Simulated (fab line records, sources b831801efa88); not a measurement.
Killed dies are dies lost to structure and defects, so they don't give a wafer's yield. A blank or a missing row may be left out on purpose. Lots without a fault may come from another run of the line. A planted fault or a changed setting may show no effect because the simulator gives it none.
fab line records | flow sky130
record lots=6 wafers=18 last_day=50
route steps=708 shown VIA3@582
lots that met no fault: from a run of the same line without faults
start_h: hours from the record's first day to the start of the lot's first wafer shown | wait_h: hours since the lot's step before | " the same as in the row above | L1.1+2: a row that stands for several wafers | - no value, or no start given | * or withheld: withheld | < > ~ a bound
route shown NAME@n: a module of which the file shows steps, and the number in the route of the first | usual: mean/standard deviation of fault-free wafers | same: alike in all rows | chamber/n: place in a boat | sites: the reading at each site | _std_site: their standard deviation | _edge_site: outer sites' mean less inner sites' | radius_mm: how far each site lies from the wafer's centre | mask NAME#n: copy n | behind: the tool/chamber that last shaped the wafer | hold: why the lot was held/for how many hours/how that ended | device: the transistor (n, p or np) that didn't switch | end of line: the same wafers' tests at the end of the route | a step without rows: its recipe alone | killed: dies lost to structure and defects at the first sort, not the wafer's yield | map: a wafer's dies, x killed, . not, _ none there
set.NAME: the setting as run; set.NAME@STEP: as run at that earlier step | model.NAME: the simulator's own value behind a step, which no gauge read
lots at some steps of the route; a table a step, a row a wafer
services: from which hour (start_h, from the record's first day; less than 0 if before it) a tool's chamber was out of use, for how many hours, and why
## steps
# step SKY_VIA3_EXPOSE_09
# recipe mask_id=VIM3 na=0.8 source_shape=annular sigma_inner=0.55 sigma_outer=0.85 target_cd_nm=200 dose_mj=38
# step SKY_VIA3_PEB_10
# recipe peb_temp_c=withheld peb_time_s=withheld resist=KrF-thick
# step SKY_VIA3_DEVELOP_11
# recipe develop_time_s=60 resist=KrF-thick dev_temp_c=21
# step SKY_VIA3_CD_MEAS_12
# recipe target_cd_nm=200
# usual cd_nm=199.9/1.6
# columns lot.wafer tool chamber start_h wait_h cd_nm
L904.1 cd_sem-01 - 941.35 - 201.1
L904.3 " - " " 203.0
L904.4 " - " " 202.2
L908.2 cd_sem-02 - 972.29 - 200.6
L908.4 " - " " 199.3
L908.6 " - " " 198.8
L909.1 cd_sem-02 - 988.12 - 201.7
L909.2 " - " " 201.0
L909.6 " - " " 202.4
L919.2 cd_sem-01 - 1049.09 - 200.7
L919.3 " - " " 201.4
L919.6 " - " " 201.4
L920.1 cd_sem-02 - 1061.17 - 203.1
L920.3 " - " " 203.4
L920.4 " - " " 201.7
L922.1 cd_sem-01 - 1065.48 - 199.5
L922.2 " - " " 199.4
L922.5 " - " " 198.3
# step SKY_VIA3_OVL_MEAS_13
# usual VIA3_OVL=3/5.7
# columns lot.wafer tool chamber start_h wait_h VIA3_OVL[nm]
L904.1 overlay-02 - 941.47 0.1 5
L904.3 " - " " 4
L904.4 " - " " 6
L908.2 overlay-01 - 972.40 0.1 -1
L908.4 " - " " 3
L908.6 " - " " 3
L909.1 overlay-01 - 988.24 0.1 -6
L909.2 " - " " -9
L909.6 " - " " -8
L919.2 overlay-02 - 1049.19 0.1 9
L919.3 " - " " 8
L919.6 " - " " 0
L920.1 overlay-01 - 1061.29 0.1 1
L920.3 " - " " -2
L920.4 " - " " -3
L922.1 overlay-01 - 1065.60 0.1 2
L922.2 " - " " 5
L922.5 " - " " 2
# step SKY_VIA3_ETCH_14
# recipe chemistry=N2/H2 target=BARC ion_energy_ev=200 source_w=500 bias_w=101.6 pressure_mtorr=30 n2_flow_sccm=100 h2_flow_sccm=200 stop_on=SiO2 time_s=45.9 target_depth_a=600
# usual drypump_motor_current_A=5.6/0.49 oes_product_au=0.855/0.0045 throttle_valve_pct=13.224/0.0087
# columns lot.wafer tool chamber start_h wait_h drypump_motor_current_A oes_product_au rf_hours_counter_h throttle_valve_pct
L904.1 rie_diel-04 3 941.51 0.0 5.9 0.861 5 13.224
L904.3 " 1 " " 6.3 0.853 14 13.222
L904.4 " 2 " " 5.7 0.856 9 13.225
L908.2 rie_diel-03 1 972.43 0.0 5.0 0.855 17 13.237
L908.4 " 0 " " 5.0 0.851 23 13.222
L908.6 " 3 " " 5.6 0.852 - 13.223
L909.1 rie_diel-04 1 988.27 0.0 6.3 0.864 15 13.227
L909.2 " 2 " " 5.8 0.855 10 13.232
L909.6 " 1 " " 6.3 0.854 - 13.218
L919.2 rie_diel-02 1 1049.22 0.0 5.6 0.858 19 13.221
L919.3 " 2 " " 5.1 0.853 14 13.224
L919.6 " 0 " " 5.1 0.855 - 13.232
L920.1 rie_diel-02 1 1061.33 0.0 5.6 0.858 19 13.220
L920.3 " 2 " " 5.1 0.852 15 13.227
L920.4 " 3 " " 6.5 0.860 5 13.226
L922.1 rie_diel-03 2 1065.64 0.0 5.9 0.850 4 13.227
L922.2 " 0 " " 5.0 0.855 26 13.217
L922.5 " 1 " " 5.0 0.851 - 13.224
# step SKY_VIA3_ETCH_15
# recipe target=SiO2 chemistry=C4F8/O2/Ar target_depth_nm=507 stop_on=TiN mask_material=KrF-thick source_w=1500 bias_w=1200 pressure_mtorr=40 c4f8_flow_sccm=withheld O2_flow_sccm=6 Ar_flow_sccm=300 time_s=78
# usual oes_product_au=0.946/0.0047
# columns lot.wafer tool chamber start_h wait_h oes_product_au rf_hours_counter_h
L904.1 rie_diel-04 3 941.55 0.0 0.952 5
L904.3 " 1 " " 0.949 14
L904.4 " 2 " " 0.947 9
L908.2 rie_diel-03 1 972.47 0.0 0.946 17
L908.4 " 0 " " 0.951 23
L908.6 " 3 " " 0.945 -
L909.1 rie_diel-04 1 988.31 0.0 0.944 15
L909.2 " 2 " " 0.948 10
L909.6 " 1 " " 0.947 -
L919.2 rie_diel-02 1 1049.26 0.0 0.949 19
L919.3 " 2 " " 0.952 14
L919.6 " 0 " " 0.949 -
L920.1 rie_diel-02 1 1061.37 0.0 0.942 19
L920.3 " 2 " " 0.938 15
L920.4 " 3 " " 0.943 5
L922.1 rie_diel-03 2 1065.68 0.0 0.950 4
L922.2 " 0 " " 0.941 26
L922.5 " 1 " " 0.950 -
# step SKY_VIA3_STRIP_16
# recipe chemistry=O2/N2 power_w=1400 pressure_mtorr=1500 platen_temp_c=withheld o2_flow_sccm=3000 n2_flow_sccm=300 overash_fraction=0.5
# usual drypump_motor_current_A=5.91/0.26 oes_product_au=0.402/0.005 strip_time_to_endpoint_s=4.12/0.034
# columns lot.wafer tool chamber start_h wait_h drypump_motor_current_A oes_product_au rf_hours_counter_h strip_time_to_endpoint_s
L904.1 plasma_asher-04 0 941.61 0.0 6.10 0.409 18 4.17
L904.3 " 0 " " 6.09 0.408 - 4.17
L904.4 " 1 " " 6.04 0.406 - 4.14
L908.2 plasma_asher-04 1 972.53 0.0 6.01 0.402 21 4.15
L908.4 " 1 " " 6.03 0.403 - 4.13
L908.6 " 0 " " 6.09 0.393 - 4.13
L909.1 plasma_asher-03 0 988.37 0.0 5.55 0.398 114 4.10
L909.2 " 1 " " 5.96 0.395 114 4.05
L909.6 " 0 " " 5.55 0.401 - 4.08
L919.2 plasma_asher-04 1 1049.32 0.0 6.01 0.398 29 4.06
L919.3 " 1 " " 5.98 0.399 - 4.08
L919.6 " 0 " " 6.11 0.399 - 4.08
L920.1 plasma_asher-04 1 1061.43 0.0 6.02 0.407 30 4.12
L920.3 " 1 " " 6.03 0.399 - 4.15
L920.4 " 0 " " 6.13 0.403 - 4.12
L922.1 plasma_asher-03 0 1065.74 0.0 5.56 0.405 0 4.17
L922.2 " 1 " " 5.98 0.402 0 4.11
L922.5 " 0 " " 5.56 0.401 - 4.16
# step SKY_VIA3_STRIP_17
# recipe chemistry=post_etch_residue_remover time_s=1200 temp_c=72.5
# step SKY_VIA3_CLEAN_18
# recipe chemistry=IPA time_s=180 temp_c=25
# step SKY_VIA3_CLEAN_19
# recipe chemistry=O3/DIW dry=n2_spin
# step SKY_VIA3_SPUTTER_20
# recipe material=TiN target_thk_nm=20 chamber_pressure_pa=5 power_w=4000 time_s=80
# usual throttle_valve_pct=30.2/1.1
# columns lot.wafer tool chamber start_h wait_h throttle_valve_pct
L904.1 pvd_sputter-04 - 942.21 0.0 32.1
L904.3 " - " " 30.2
L904.4 " - " " 30.1
L908.2 pvd_sputter-03 - 973.24 0.0 29.1
L908.4 " - " " 31.7
L908.6 " - " " 29.0
L909.1 pvd_sputter-03 - 988.98 0.0 29.9
L909.2 " - " " 29.2
L909.6 " - " " 29.0
L919.2 pvd_sputter-04 - 1049.92 0.0 30.3
L919.3 " - " " 29.1
L919.6 " - " " 29.8
L920.1 pvd_sputter-04 - 1062.03 0.0 31.9
L920.3 " - " " 30.6
L920.4 " - " " 30.0
L922.1 pvd_sputter-03 - 1066.59 0.0 31.9
L922.2 " - " " 28.8
L922.5 " - " " 30.2
# step SKY_VIA3_CVD_21
# recipe material=W target_thk_nm=390 time_s=117.31 temp_c=400 pressure_torr=40
# usual chamber_pressure_Torr=40.01/0.088 heater_power_outer_w=516/37 heater_power_w=855/61
# columns lot.wafer tool chamber start_h wait_h chamber_pressure_Torr heater_power_outer_w heater_power_w
L904.1 cvd_w-01 1 942.27 0.0 40.06 553 919
L904.3 " 1 " " 39.98 573 908
L904.4 " 1 " " 39.88 567 923
L908.2 cvd_w-02 0 973.30 0.0 - - -
L908.4 " 0 " " - - -
L908.6 " 1 " " - - -
L909.1 cvd_w-02 1 989.04 0.0 - - -
L909.2 " 0 " " - - -
L909.6 " 1 " " - - -
L919.2 cvd_w-01 0 1049.98 0.0 39.98 521 863
L919.3 " 0 " " 40.07 535 849
L919.6 " 0 " " 39.96 533 853
L920.1 cvd_w-02 1 1062.09 0.0 40.01 504 853
L920.3 " 0 " " 40.16 450 758
L920.4 " 1 " " 39.93 519 838
L922.1 cvd_w-01 1 1066.65 0.0 39.88 561 966
L922.2 " 0 " " 40.00 541 861
L922.5 " 1 " " 39.84 565 937
# step SKY_VIA3_RS_MEAS_22
# recipe thk_meas_gauge=four-point-probe reads=W_of_VIA3_CVD_21+TiN_of_VIA3_SPUTTER_20
# usual VIA3_W_RS=0.292/0.0033
# columns lot.wafer tool chamber start_h wait_h VIA3_W_RS[ohm/sq]
L904.1 film_metro-01 - 942.51 0.2 0.290
L904.3 " - " " 0.288
L904.4 " - " " 0.291
L908.2 film_metro-01 - 973.45 0.1 57.476
L908.4 " - " " 57.011
L908.6 " - " " 57.227
L909.1 film_metro-02 - 989.16 0.1 57.269
L909.2 " - " " 57.051
L909.6 " - " " 57.301
L919.2 film_metro-03 - 1050.12 0.1 0.291
L919.3 " - " " 0.289
L919.6 " - " " 0.292
L920.1 film_metro-02 - 1062.21 0.1 0.289
L920.3 " - " " 0.297
L920.4 " - " " 0.287
L922.1 film_metro-01 - 1066.77 0.1 0.292
L922.2 " - " " 0.294
L922.5 " - " " 0.288
# step SKY_VIA3_THK_MEAS_23
# recipe thk_meas_gauge=xrf reads=W_of_VIA3_CVD_21
# usual VIA3_W_THK=400/5.4
# columns lot.wafer tool chamber start_h wait_h VIA3_W_THK[nm]
L904.1 film_metro-01 - 942.63 0.1 405
L904.3 " - " " 405
L904.4 " - " " 402
L908.2 film_metro-01 - 973.56 0.1 -
L908.4 " - " " -
L908.6 " - " " <0
L909.1 film_metro-02 - 989.28 0.1 -
L909.2 " - " " -
L909.6 " - " " <0
L919.2 film_metro-03 - 1050.23 0.1 399
L919.3 " - " " 401
L919.6 " - " " 394
L920.1 film_metro-02 - 1062.33 0.1 411
L920.3 " - " " 400
L920.4 " - " " 414
L922.1 film_metro-01 - 1066.89 0.1 396
L922.2 " - " " 393
L922.5 " - " " 406
# step SKY_VIA3_CMP_24
# recipe stop_on=SiO2 t_overpolish_s=20 down_force_psi=3.5 platen_rpm=60 target_thk_nm=0 pad_velocity_m_s=0.94248
# usual edge_zone_pressure_frac=1.001/0.0052 motor_current_A=11.1/1.4 slurry_flow_ml_min=150.0/0.46 time_to_endpoint_s=97/4
# columns lot.wafer tool chamber start_h wait_h edge_zone_pressure_frac motor_current_A slurry_flow_ml_min time_to_endpoint_s
L904.1 cmp-02 3 942.69 0.1 1.001 11.4 150.6 99
L904.3 " 1 " " 0.998 9.8 149.7 99
L904.4 " 2 " " 0.994 9.0 149.6 104
L908.4 cmp-02 2 973.61 0.0 1.005 9.2 150.0 6
L908.2 " 1 " " 0.995 9.7 149.7 5
L908.6 " 3 " " 1.006 11.3 149.5 4
L909.2 cmp-01 3 989.44 0.1 0.996 12.7 150.0 7
L909.1 " 0 " " 1.004 12.7 150.6 4
L909.6 " 2 " " 0.994 12.5 150.7 9
L919.3 cmp-02 1 1050.33 0.1 0.995 9.6 150.5 98
L919.2 " 3 " " 1.000 10.8 149.1 96
L919.6 " 0 " " 1.005 9.2 150.0 99
L920.4 cmp-02 0 1062.44 0.1 1.008 8.6 149.1 98
L920.1 " 1 " " 0.998 9.8 150.2 98
L920.3 " 2 " " 1.000 9.1 149.8 99
L922.2 cmp-01 2 1068.61 1.7 1.006 12.7 149.8 100
L922.1 " 1 " " 1.007 11.9 148.9 94
L922.5 " 2 " " 1.011 12.0 150.1 103
## services
# columns tool chamber start_h hours kind
cvd_w-02 0 918.00 - clean
cmp-02 - 926.66 1.1 repair
rie_diel-02 1 926.81 1.6 repair
cvd_w-02 1 933.83 14.6 repair
cvd_w-01 0 940.04 9.2 repair
cvd_w-02 0 941.55 8.1 repair
rie_diel-03 2 947.13 - clean
rie_diel-03 2 947.13 13.9 scheduled_down
rie_diel-03 2 947.13 13.9 vent_cycle
cmp-02 - 950.96 6.9 pm
rie_diel-02 - 959.67 1.7 repair
rie_diel-04 - 967.33 14.6 pm
cmp-01 - 969.91 3.4 repair
plasma_asher-04 - 973.40 1.5 repair
rie_diel-04 0 984.70 15.3 repair
cmp-01 - 1005.59 6.5 repair
cmp-02 - 1033.50 1.4 repair
rie_diel-03 - 1045.32 2.8 pm
cmp-01 - 1052.34 0.3 repair
cmp-02 - 1052.42 1.0 repair
pvd_sputter-04 - 1053.87 1.9 repair
plasma_asher-03 - 1055.25 9.0 pm
rie_diel-04 0 1061.44 4.6 repair
cmp-02 - 1063.44 6.5 pm
## key
first_sign step=SKY_VIA3_CVD_21 reading=tool_record direction=missing
effect step=SKY_VIA3_RS_MEAS_22 reading=VIA3_W_RS direction=up sigmas=99+ usual=0.292 struck=57.223
effect step=SKY_VIA3_THK_MEAS_23 reading=VIA3_W_THK direction=missing
effect step=SKY_VIA3_CMP_24 reading=time_to_endpoint_s direction=down sigmas=23 usual=* struck=*
met_at SKY_VIA3_CVD_21
struck_wafers L908.2,L908.4,L908.6,L909.1,L909.2,L909.6
later_rows_left_out L908.2,L908.4,L908.6,L909.1,L909.2,L909.6
sort_left_out L908.2,L908.4,L908.6,L909.1,L909.2,L909.6
fault kind=skipped_step_whole tool=cvd_w-02 chamber=- onset_h=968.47 steps=SKY_VIA3_CVD_21 scope=struck_lots_only
# sort_left_out: the simulated sort isn't trusted on such a fault, so these wafers' sort isn't shown, and their yield isn't known
# later_rows_left_out: the simulator's readings of these wafers behind a module that went badly wrong aren't trusted and aren't shown, but for the sort
